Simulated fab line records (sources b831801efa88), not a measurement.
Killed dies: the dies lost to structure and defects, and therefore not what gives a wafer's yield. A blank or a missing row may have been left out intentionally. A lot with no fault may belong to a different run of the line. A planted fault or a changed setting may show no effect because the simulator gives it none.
fab line records	flow sky130
[record] lots = 11	wafers = 33	lastDay = 48
route steps=708 shown VT_ADJUST_LVTN@115 VT_ADJUST_HVTR@141 SONOS_ONO@183 LDD_N@245
lots that met no fault: from a run of the same line without faults
startH: hours from the record's first day to the start of the lot's first wafer shown	waitH: time in hours since the lot's previous step	" as in the row above	L1.1+2: several wafers, shown together as one row	- either no value or no given start	* or withheld: withheld	< > ~ a bound
route shown NAME@n: a module of which the file shows steps, and the number in the route of the first	usual: the fault-free wafers' mean and standard deviation	same: alike in all rows	chamber/n: place in a boat	sites: the reading at each site	_std_site: the values' standard deviation	_edge_site: the outer-site mean with the inner-site mean subtracted	radiusMm: for every site, how far away it sits from the centre of the wafer	mask NAME#n: copy n	behind: the last tool/chamber to shape the wafer	hold: why the lot was held/for how many hours/how that ended	device: whichever transistor did not switch (one of n, p or np)	end of line: at the end of the route, the tests of the same wafers	for a step that has no rows: nothing shown but its recipe	killed: the dies lost at the first sort to structure and to defects; this is not the yield of the wafer	map: dies across one wafer; x = killed, . = not, _ = none there
set.NAME: the setting the step ran with; set.NAME@STEP: the setting that earlier step ran with	model.NAME: the simulator's own value behind a step, which no gauge read
route steps across a sampled set of lots; one table per step, one row per wafer
services: a tool's chamber out of use, with start hour (startH, from the record's first day; less than 0 if before it), hours out, and reason
[[steps]]
[step SKY_VT_ADJUST_LVTN_OVL_MEAS_18]
[usual] VT_ADJUST_LVTN_01_OVL = 0.4/1.4
lot.wafer	tool	chamber	startH	waitH	VT_ADJUST_LVTN_01_OVL[nm]
L674.2	overlay-02	-	171.00	0.1	1.1
L674.4	"	-	"	"	0.4
L674.6	"	-	"	"	2.2
L675.1	overlay-02	-	178.00	0.1	1.5
L675.4	"	-	"	"	2.3
L675.5	"	-	"	"	1.5
L676.1	overlay-02	-	179.83	0.1	1.8
L676.2	"	-	"	"	1.4
L676.3	"	-	"	"	1.0
L677.1	overlay-01	-	186.55	0.1	0.6
L677.3	"	-	"	"	0.2
L677.4	"	-	"	"	-0.2
L678.2	overlay-02	-	196.30	0.1	2.4
L678.3	"	-	"	"	1.6
L678.4	"	-	"	"	2.3
L679.1	overlay-01	-	203.90	0.1	0.7
L679.3	"	-	"	"	0.2
L679.5	"	-	"	"	-1.0
L680.2	overlay-01	-	204.85	0.1	-0.8
L680.3	"	-	"	"	-1.4
L680.4	"	-	"	"	-1.2
L681.2	overlay-01	-	212.00	0.1	2.3
L681.4	"	-	"	"	1.4
L681.5	"	-	"	"	2.2
L682.1	overlay-01	-	218.56	0.1	1.0
L682.2	"	-	"	"	0.8
L682.6	"	-	"	"	0.3
L683.1	overlay-01	-	225.21	0.1	1.8
L683.3	"	-	"	"	1.9
L683.4	"	-	"	"	-0.1
L684.3	overlay-01	-	231.64	0.1	-0.8
L684.4	"	-	"	"	0.5
L684.5	"	-	"	"	0.7
[step SKY_VT_ADJUST_HVTR_STRIP_10]
[recipe] chemistry = O2/N2	powerW = 1400	pressureMtorr = 1500	platenTempC = withheld	o2FlowSccm = 3000	n2FlowSccm = 300	overashFraction = 0.5
[usual] drypumpMotorCurrentA = 5.53/0.24	o2FlowSccm = 2999/7.9	oesProductAu = 0.716/0.0048	stripTimeToEndpointS = 14.14/0.038
lot.wafer	tool	chamber	startH	waitH	drypumpMotorCurrentA	o2FlowSccm	oesProductAu	rfHoursCounterH	stripTimeToEndpointS
L674.2	plasmaAsher-01	1	211.72	0.1	5.39	2981	0.721	53	14.14
L674.4	"	0	"	"	5.52	2998	0.713	-	14.16
L674.6	"	1	"	"	5.38	2993	0.710	-	14.18
L675.1	plasmaAsher-02	1	221.23	0.1	5.75	3000	0.721	39	14.11
L675.4	"	1	"	"	5.74	2989	0.719	-	14.08
L675.5	"	0	"	"	5.39	2997	0.713	-	14.14
L676.1	plasmaAsher-01	1	223.09	0.1	5.41	2999	0.719	54	14.13
L676.2	"	0	"	"	5.52	3018	0.718	54	14.12
L676.3	"	0	"	"	5.52	3011	0.715	-	14.15
L677.1	plasmaAsher-02	0	229.68	0.1	5.36	3007	0.714	41	14.21
L677.3	"	1	"	"	5.75	3002	0.728	-	14.14
L677.4	"	0	"	"	5.33	3003	0.714	-	14.15
L678.2	plasmaAsher-01	1	240.39	0.1	5.43	2992	0.713	56	14.14
L678.3	"	0	"	"	5.56	2993	0.718	-	14.12
L678.4	"	1	"	"	5.42	2989	0.713	-	14.15
L679.1	plasmaAsher-03	0	249.43	0.1	5.22	3010	0.711	57	14.11
L679.3	"	1	"	"	5.89	2992	0.715	-	14.11
L679.5	"	0	"	"	5.19	3002	0.709	-	14.06
L680.2	plasmaAsher-03	1	250.63	0.1	5.91	3000	0.717	57	14.16
L680.3	"	0	"	"	5.19	3009	0.730	-	14.15
L680.4	"	1	"	"	5.91	2996	0.712	-	14.13
L681.2	plasmaAsher-03	0	257.74	0.1	5.21	3001	0.714	57	14.18
L681.4	"	1	"	"	5.90	3001	0.706	-	14.18
L681.5	"	0	"	"	5.20	2994	0.715	-	14.17
L682.1	plasmaAsher-01	1	264.93	0.1	5.42	3002	0.718	58	14.12
L682.2	"	0	"	"	5.52	3000	0.716	58	14.09
L682.6	"	1	"	"	5.45	2994	0.715	-	14.12
L683.1	plasmaAsher-02	1	274.32	0.1	5.72	2999	0.716	45	14.16
L683.3	"	0	"	"	5.35	2985	0.714	-	14.16
L683.4	"	1	"	"	5.69	2993	0.709	-	14.18
L684.3	plasmaAsher-03	1	279.80	0.1	5.87	3000	0.713	-	14.23
L684.4	"	0	"	"	5.19	2988	0.709	-	14.22
L684.5	"	0	"	"	5.20	2985	0.720	-	14.25
[step SKY_SONOS_ONO_ETCH_15]
[recipe] targetDepthNm = 19.52	chemistry = CHF3/O2	sourceW = 600	biasW = 200	pressureMtorr = 40	chf3FlowSccm = 50	O2_flow_sccm = 5	timeS = 7.8
[usual] O2_flow_sccm = 5.002/0.018	drypumpMotorCurrentA = 5.7/0.53	oesProductAu = 0.999/0.011	throttleValvePct = 8.824/0.0097
lot.wafer	tool	chamber	startH	waitH	O2_flow_sccm	drypumpMotorCurrentA	oesProductAu	rfHoursCounterH	throttleValvePct
L674.2	rieDiel-04	0	286.14	0.0	5.006	5.3	0.992	49	8.837
L674.4	"	1	"	"	4.997	4.9	1.005	2	8.829
L674.6	"	0	"	"	4.989	5.3	0.998	-	8.846
L675.1	rieDiel-02	3	299.53	0.0	4.984	5.6	1.000	54	8.848
L675.4	"	0	"	"	5.002	5.9	1.024	25	8.834
L675.5	"	2	"	"	5.008	5.8	0.997	-	8.834
L676.1	rieDiel-04	0	302.75	0.0	5.002	5.3	0.992	49	8.820
L676.2	"	2	"	"	5.001	6.2	1.006	4	8.818
L676.3	"	1	"	"	5.017	4.9	0.988	3	8.832
L677.1	rieDiel-03	2	308.43	0.0	5.009	5.8	0.998	6	8.824
L677.3	"	3	"	"	5.026	6.6	1.003	4	8.828
L677.4	"	1	"	"	5.010	5.0	0.998	73	8.833
L678.2	rieDiel-02	3	317.68	0.0	4.991	5.6	1.003	54	8.829
L678.3	"	1	"	"	5.004	5.9	0.995	48	8.822
L678.4	"	2	"	"	4.979	5.8	1.007	5	8.832
L679.1	rieDiel-03	2	328.74	0.0	5.014	5.7	0.994	6	8.819
L679.3	"	1	"	"	5.020	4.9	1.004	73	8.832
L679.5	"	1	"	"	5.027	4.9	1.008	-	8.813
L680.2	rieDiel-04	1	333.00	0.0	5.005	4.9	0.995	3	8.829
L680.3	"	0	"	"	4.986	5.3	0.989	50	8.806
L680.4	"	2	"	"	5.023	6.2	1.002	4	8.820
L681.2	rieDiel-04	2	340.53	0.0	4.995	6.2	1.004	5	8.833
L681.4	"	1	"	"	5.017	4.9	0.997	3	8.823
L681.5	"	3	"	"	4.992	5.0	0.994	-	8.818
L682.1	rieDiel-02	2	349.48	0.0	4.997	5.8	1.005	6	8.827
L682.2	"	1	"	"	4.990	6.0	1.013	49	8.827
L682.6	"	0	"	"	4.979	5.9	1.014	-	8.813
L683.1	rieDiel-02	3	357.94	0.0	5.038	5.6	0.989	55	8.817
L683.3	"	0	"	"	5.024	5.9	0.997	26	8.814
L683.4	"	1	"	"	5.004	5.9	0.997	49	8.808
L684.3	rieDiel-03	0	364.54	0.0	4.991	6.2	0.995	44	8.840
L684.4	"	3	"	"	4.991	6.6	1.014	6	8.824
L684.5	"	1	"	"	5.005	4.9	1.024	-	8.822
[step SKY_LDD_N_IMPLANT_08]
[recipe] species = As	energyKev = 20	doseCm2 = 7.5e+13	tiltDeg = withheld	rotationDeg = 23
[usual] implantIonAmu = 75/0
lot.wafer	tool	chamber	startH	waitH	implantIonAmu
L674.2	implanter-03	0	409.04	0.0	75
L674.4	"	0	"	"	75
L674.6	"	0	"	"	75
L675.1	implanter-01	0	424.78	0.0	75
L675.4	"	0	"	"	75
L675.5	"	0	"	"	75
L676.1	implanter-01	0	426.33	0.0	75
L676.2	"	0	"	"	75
L676.3	"	0	"	"	75
L677.1	implanter-01	0	450.36	0.0	75
L677.3	"	0	"	"	75
L677.4	"	0	"	"	75
L678.2	implanter-03	0	451.31	0.0	75
L678.3	"	0	"	"	75
L678.4	"	0	"	"	75
L679.1	implanter-01	0	458.62	0.0	75
L679.3	"	0	"	"	75
L679.5	"	0	"	"	75
L680.2	implanter-03	0	461.39	0.0	75
L680.3	"	0	"	"	75
L680.4	"	0	"	"	75
L681.2	implanter-03	0	470.44	0.0	31
L681.4	"	0	"	"	31
L681.5	"	0	"	"	31
L682.1	implanter-02	0	477.08	0.0	31
L682.2	"	0	"	"	31
L682.6	"	0	"	"	31
L683.1	implanter-02	0	485.63	0.0	31
L683.3	"	0	"	"	31
L683.4	"	0	"	"	31
L684.3	implanter-03	0	493.97	0.1	31
L684.4	"	0	"	"	31
L684.5	"	0	"	"	31
[step SKY_LDD_N_STRIP_16]
[recipe] chemistry = O2/N2	powerW = 1400	pressureMtorr = 1500	platenTempC = withheld	o2FlowSccm = 3000	n2FlowSccm = 300	overashFraction = 0.5
[usual] drypumpMotorCurrentA = 5.7/0.31	o2FlowSccm = 2999/14	oesProductAu = 0.406/0.0048	stripTimeToEndpointS = 4.314/0.017
lot.wafer	tool	chamber	startH	waitH	drypumpMotorCurrentA	o2FlowSccm	oesProductAu	rfHoursCounterH	stripTimeToEndpointS
L674.2	plasmaAsher-04	1	410.21	0.1	5.7	2999	0.412	27	4.316
L674.4	"	0	"	"	6.1	3004	0.405	-	4.327
L674.6	"	0	"	"	6.1	3008	0.401	-	4.321
L675.1	plasmaAsher-02	0	425.98	0.1	5.4	3016	0.401	61	4.300
L675.4	"	0	"	"	5.4	2981	0.405	-	4.301
L675.5	"	1	"	"	5.7	3007	0.402	-	4.300
L676.1	plasmaAsher-04	0	427.53	0.1	6.1	2993	0.408	28	4.317
L676.2	"	1	"	"	5.7	3010	0.409	28	4.314
L676.3	"	0	"	"	6.1	3004	0.402	-	4.316
L677.1	plasmaAsher-03	0	451.56	0.1	5.2	2994	0.400	2	4.290
L677.3	"	0	"	"	5.2	2991	0.405	-	4.279
L677.4	"	1	"	"	5.9	2994	0.407	-	4.291
L678.2	plasmaAsher-04	0	452.48	0.1	6.1	3001	0.409	31	4.303
L678.3	"	1	"	"	5.7	2976	0.406	-	4.298
L678.4	"	0	"	"	6.0	2999	0.412	-	4.303
L679.1	plasmaAsher-02	0	459.82	0.1	5.4	2987	0.396	65	4.282
L679.3	"	0	"	"	5.4	2999	0.408	-	4.296
L679.5	"	0	"	"	5.4	2984	0.403	-	4.300
L680.2	plasmaAsher-03	1	462.56	0.1	5.9	2988	0.412	3	4.320
L680.3	"	1	"	"	5.9	2982	0.401	-	4.338
L680.4	"	0	"	"	5.2	2979	0.406	-	4.321
L681.2	plasmaAsher-04	0	471.62	0.1	6.1	2999	0.404	34	4.219
L681.4	"	0	"	"	6.1	3003	0.401	-	4.228
L681.5	"	1	"	"	5.7	3013	0.407	-	4.215
L682.1	plasmaAsher-02	0	478.28	0.1	5.4	3009	0.411	67	4.225
L682.2	"	1	"	"	5.7	2981	0.402	67	4.221
L682.6	"	1	"	"	5.7	2988	0.404	-	4.233
L683.1	plasmaAsher-02	0	486.83	0.1	5.4	2997	0.404	68	4.256
L683.3	"	1	"	"	5.7	2995	0.407	-	4.254
L683.4	"	0	"	"	5.4	3003	0.404	-	4.245
L684.3	plasmaAsher-03	0	495.15	0.1	5.2	2996	0.396	-	4.219
L684.4	"	1	"	"	5.9	3001	0.412	-	4.209
L684.5	"	1	"	"	5.9	2989	0.403	-	4.232
[[services]]
tool	chamber	startH	hours	kind
plasmaAsher-01	-	188.37	2.8	pm
rieDiel-04	0	189.98	8.8	repair
rieDiel-02	0	197.97	4.8	repair
rieDiel-02	1	204.20	3.9	repair
plasmaAsher-03	-	207.66	15.6	pm
plasmaAsher-01	-	207.74	0.8	repair
rieDiel-02	1	217.87	23.2	repair
rieDiel-04	0	221.64	14.4	repair
implanter-01	-	228.37	2.1	repair
implanter-01	-	249.40	2.1	repair
implanter-03	-	259.18	1.1	repair
rieDiel-04	0	268.77	3.7	repair
implanter-01	-	274.72	5.3	pm
rieDiel-04	2	289.35	3.7	repair
implanter-03	-	295.41	3.6	repair
plasmaAsher-01	-	296.79	3.3	repair
implanter-01	-	299.72	2.3	repair
implanter-01	-	305.63	2.4	pm
implanter-03	-	394.13	3.3	pm
implanter-03	-	397.44	3.9	pm
implanter-03	-	399.81	1.3	repair
implanter-03	-	413.48	3.8	repair
plasmaAsher-03	-	421.25	9.0	pm
implanter-03	-	480.37	2.5	repair
[[key]]
[firstSign] step = SKY_LDD_N_IMPLANT_08	reading = implantIonAmu	direction = down	sigmas = 99+	usual = 75	struck = 31
[effect] step = SKY_LDD_N_STRIP_16	reading = stripTimeToEndpointS	direction = down	sigmas = 5	usual = *	struck = *
metAt SKY_LDD_N_IMPLANT_08
struckLots L681,L682,L683,L684
testerLeftOut L681,L682,L683,L684
notActingAt SKY_VT_ADJUST_LVTN_OVL_MEAS_18,SKY_VT_ADJUST_HVTR_STRIP_10,SKY_SONOS_ONO_ETCH_15
onsetBetween 461.39 470.44
[fault] kind = wrongRecipeDownload	tool = implanter-01,implanter-02,implanter-03	chamber = -	onsetH = 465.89	steps = SKY_LDD_N_IMPLANT_08	wrongRecipe.notListed = 1
// testerLeftOut: of these lots the tester's yield and bins aren't shown, on N5 and GAA mostly nor the transistor test; their killed dies are dies lost to structure and defects alone, not to doping, threshold or leakage, so they don't give the yield
